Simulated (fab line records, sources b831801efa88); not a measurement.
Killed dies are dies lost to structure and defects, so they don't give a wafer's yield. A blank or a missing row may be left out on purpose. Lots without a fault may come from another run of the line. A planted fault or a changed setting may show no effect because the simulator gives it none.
One fault seen from 2 desks | flow sky130 | each desk has only its own numbers; what lay behind them comes last

THE TOOL OWNER'S DESK: rie_metal-04
The tool's own readings at SKY_METAL4_METAL_ETCH_18 (etches the open film in Cl2/BCl3, stops on SiO2, target depth 845 nm, time 183.1 s): means of the sampled wafers that have a number, for each lot that ran on this tool. A lot is out of limits, marked OUT, if its mean lies more than 4 standard deviations from the usual mean; the brackets give that distance.
Columns: A = drypump_motor_current_A at SKY_METAL4_METAL_ETCH_18, usual 5.76 A; B = oes_product_au at SKY_METAL4_METAL_ETCH_18, usual 0.865 a.u.; C = throttle_valve_pct at SKY_METAL4_METAL_ETCH_18, usual 22.265 %
lot  | first seen here | A    | B     | C
L606 | day 42 16:35    | 5.72 | 0.862 | 22.267
L614 | day 44 14:53    | 5.74 | 0.866 | 22.268
L617 | day 45 11:16    | 5.73 | 0.862 | 22.268
This desk's finding: nothing out of limits on any of the 3 lots.

THE METROLOGY DESK
What the gauges read, lot by lot, whatever tool the lot ran on: means of the sampled wafers that have a number. A lot is out of limits, marked OUT, if its mean lies more than 4 standard deviations from the usual mean; the brackets give that distance.
Columns: A = VIA3_BOW at SKY_VIA3_BOW_MEAS_03, usual 78 um; B = METAL4_OVL at SKY_METAL4_OVL_MEAS_14, usual 2 nm
lot  | first seen here | A  | B
L604 | day 38 21:39    | 87 | 2
L605 | day 39 02:46    | 71 | -2
L606 | day 39 14:03    | 79 | 3
L607 | day 39 21:41    | 78 | -7
L608 | day 39 22:10    | 82 | 7
L609 | day 40 01:10    | 77 | 5
L614 | day 41 15:10    | 79 | 1
L616 | day 42 05:37    | 69 | 1
L617 | day 42 12:27    | 83 | 5
L621 | day 43 10:40    | 81 | 1
L622 | day 44 03:18    | 76 | -8
L626 | day 44 22:39    | 70 | -1
L627 | day 45 04:44    | 72 | 6
This desk's finding: nothing out of limits on any of the 13 lots.

PUT TOGETHER
The tool owner's desk saw nothing out of limits.
The metrology desk saw nothing out of limits.

WHAT THE SIMULATOR HAD PUT IN
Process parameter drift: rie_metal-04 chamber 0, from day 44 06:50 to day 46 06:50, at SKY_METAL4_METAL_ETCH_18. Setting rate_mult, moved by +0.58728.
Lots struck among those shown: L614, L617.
